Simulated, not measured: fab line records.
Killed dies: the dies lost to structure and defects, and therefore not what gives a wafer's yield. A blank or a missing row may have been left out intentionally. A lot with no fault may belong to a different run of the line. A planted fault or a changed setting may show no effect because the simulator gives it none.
A lot that was struck, set against a sound lot	flow sky130	35 steps out of a route of 708
Sound: these wafers, L983.1, L983.5, L983.6. Struck: wafer L972.3. (L972.4, L972.5 of the same lot were not struck and are left out.) The cause comes at the end.
Order at every step that has rows: each side's tool, ch and its chambers, its first start. Under that, the readings that differ: sound wafers	struck wafers	difference of the means	sigmas: that difference in standard deviations of wafers without a fault.
alike: readings with means less than 2 such deviations apart, plus words and numbers identical on both sides. not compared: withheld readings, readings lacking a value on some wafer, bounds such as >300 that could conceal the same value, and numbers that have no deviation in the record and whose values overlap.
The two part at a step that has a row with sigmas, a row that says differs or no value, or rows on one side only. When numbers do not overlap yet have no deviation, they are printed without sigmas and do not part them. A reading that every wafer of one side lacks parts them only if that side has two wafers or more.

first, 10 steps without rows for these wafers: SKY_METAL2_DEHYDRATE_07 (time 60 s); SKY_METAL2_HMDS_08 (prime time 60 s); SKY_METAL2_COAT_09 (resist thk 60 nm); SKY_METAL2_COAT_10 (resist thk 450 nm); SKY_METAL2_SOFTBAKE_11 (time 90 s); SKY_METAL2_EXPOSE_12 (exposes mask MM2, target cd 140 nm); SKY_METAL2_PEB_13; SKY_METAL2_DEVELOP_14 (develop time 60 s); SKY_METAL2_DESCUM_17 (chemistry O2, time 8 s); SKY_METAL2_ETCH_18 (etches BARC in N2/H2, stops on SiO2, time 45.9 s, target depth 60 nm).
SKY_METAL2_METAL_ETCH_19: etches the open film in Cl2/BCl3, stops on SiO2, target depth 360 nm, time 78 s.
  sound on rieMetal-02 ch 0,1, day 40 20:50; struck on rieMetal-04 ch 1, day 36 17:54
reading	sound	struck	difference	sigmas
biasW (W)	48.78 48.57 48.43	48.28	-0.31	-2
  alike: bcl3FlowSccm, drypumpMotorCurrentA, oesProductAu, rfFwdPowerW, throttleValvePct
  not compared: rfHoursCounterH
then, 23 steps without rows for these wafers: SKY_METAL2_STRIP_20 (strips in O2/N2); SKY_METAL2_STRIP_21 (strips in post etch residue remover, time 1200 s); SKY_METAL2_CLEAN_22 (cleans in IPA, time 180 s); SKY_METAL2_CLEAN_23 (cleans in O3/DIW); SKY_VIA2_HDPCVD_00 (deposits SiO2, target thk 1180 nm, time 196.7 s); SKY_VIA2_CMP_02 (polishes SiO2); SKY_VIA2_DEHYDRATE_04 (time 60 s); SKY_VIA2_HMDS_05 (prime time 60 s); SKY_VIA2_COAT_06 (resist thk 60 nm); SKY_VIA2_COAT_07 (resist thk 450 nm); SKY_VIA2_SOFTBAKE_08 (time 90 s); SKY_VIA2_EXPOSE_09 (exposes mask VIM2, target cd 200 nm); SKY_VIA2_PEB_10; SKY_VIA2_DEVELOP_11 (develop time 60 s); SKY_VIA2_ETCH_14 (etches BARC in N2/H2, stops on SiO2, time 45.9 s, target depth 60 nm); SKY_VIA2_ETCH_15 (etches SiO2 in C4F8/O2/Ar, stops on TiN, target depth 546 nm, time 84 s); SKY_VIA2_STRIP_16 (strips in O2/N2); SKY_VIA2_STRIP_17 (strips in post etch residue remover, time 1200 s); SKY_VIA2_CLEAN_18 (cleans in IPA, time 180 s); SKY_VIA2_CLEAN_19 (cleans in O3/DIW); SKY_VIA2_SPUTTER_20 (material TiN, target thk 20 nm, time 80 s); SKY_VIA2_CVD_21 (deposits W, target thk 420 nm, time 126.4 s); SKY_VIA2_CMP_24 (polishes, stops on SiO2, t overpolish 20 s, target thk 0 nm).
-- the record jumps here: 10 days lie between the struck wafers' starts before and after (it left off in module VIA2 and takes up again in module PAD_OPEN, whose first step shown is number 708 of the route) --
SKY_PAD_OPEN_PROBE_99:
  sound on prober-02, day 50 03:07; struck on prober-01, day 47 01:08
reading	sound	struck	difference	sigmas
defectLimitedYield (%)	83.5 82.1 81.1	69.9	-12.3	-6
killed_at_M0_to_M3	37 42 55	99	+54	+8
killedDies	81 88 93	148	+61	+6
sort_bin_3_pad_short (%)	0.6 0.8 1.2	4.7	+3.8	+10
sort_bin_5_function (%)	9.6 12.2 9.8	18.9	+8.4	+5
sortNPass	411 404 399	344	-61	-6
sortYieldPct (%)	83.5 82.1 81.1	69.9	-12.3	-6
model.etest.tester.sortNPass	411 404 399	344	-61	
model.etest.tester.sortYieldPct (%)	83.54 82.11 81.1	69.92	-12.33	
model.etest.tester.sort_bin_5_pct (%)	9.553 12.2 9.756	18.9	+8.4	
model.etest.tester.sort_bin_3_pct (%)	0.6098 0.813 1.22	4.675	+3.794	
  alike: killed_at_M4_up, killedAtContacts, killedAtFrontEnd, killedAtOther, killedOnRim, killedOpen, killedShort, sort_bin_6_memory

WHERE THEY PART
At SKY_METAL2_METAL_ETCH_19 first; at SKY_PAD_OPEN_PROBE_99 last (within this record only).

WHY: what the simulator had put in
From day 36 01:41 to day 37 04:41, rieMetal-04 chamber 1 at SKY_METAL2_METAL_ETCH_19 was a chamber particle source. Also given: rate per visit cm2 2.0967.
